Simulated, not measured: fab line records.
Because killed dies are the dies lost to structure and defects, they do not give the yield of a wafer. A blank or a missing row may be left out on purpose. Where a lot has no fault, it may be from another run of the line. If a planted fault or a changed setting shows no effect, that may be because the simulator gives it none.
Chamber matching | flow sky130 | SKY_VIA2_CMP_02 on cmp-02 has 4 sister chambers
The step polishes SiO2. 4 wafers are shown with their chamber, then 10 later ones without.

== WAFERS PAIRED WITH THEIR CHAMBERS ==
wafer  | chamber | motor current A (A)
L124.5 | 1       | 10.9
L124.6 | 0       | 11.8
L125.3 | 2       | 10.0
L125.4 | 3       | 13.5

== WAFERS WHOSE CHAMBER IS MISSING ==
wafer  | motor current A (A)
L125.6 | 10.2
L126.3 | 12.5
L126.5 | 10.8
L126.6 | 11.2
L127.3 | 11.2
L127.5 | 10.2
L127.6 | 11.2
L134.4 | 14.4
L134.5 | 12.2
L134.6 | 11.7

== WHICH CHAMBER EACH WENT THROUGH ==
wafer  | from the rows above     | in truth
L125.6 | can't be placed: 2 or 1 | 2
L126.3 | can't be placed: 0 or 3 | 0
L126.5 | can't be placed: 1 or 2 | 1
L126.6 | can't be placed: 1 or 0 | 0
L127.3 | can't be placed: 1 or 0 | 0
L127.5 | can't be placed: 2 or 1 | 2
L127.6 | can't be placed: 1 or 0 | 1
L134.4 | 3                       | 3
L134.5 | 0                       | 0
L134.6 | can't be placed: 0 or 1 | 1
Placed correctly: 2 of 10. Cannot be placed on the basis of these rows: 8; the candidates contain the true chamber in 8. Number placed wrongly: 0.
How it was worked out, from the rows above alone: a wafer's distance from a chamber is the root of the sum, over the readings, of the square of ((its reading less the chamber's mean) divided by the reading's scatter). If the next closest chamber is less than 2 further off than the closest, the wafer can't be placed; otherwise it belongs to the closest. For every chamber, the mean is computed from those of its wafers that are shown. The scatter: root of mean squared gap, hidden wafer to nearest shown wafer, with one shown wafer a chamber.
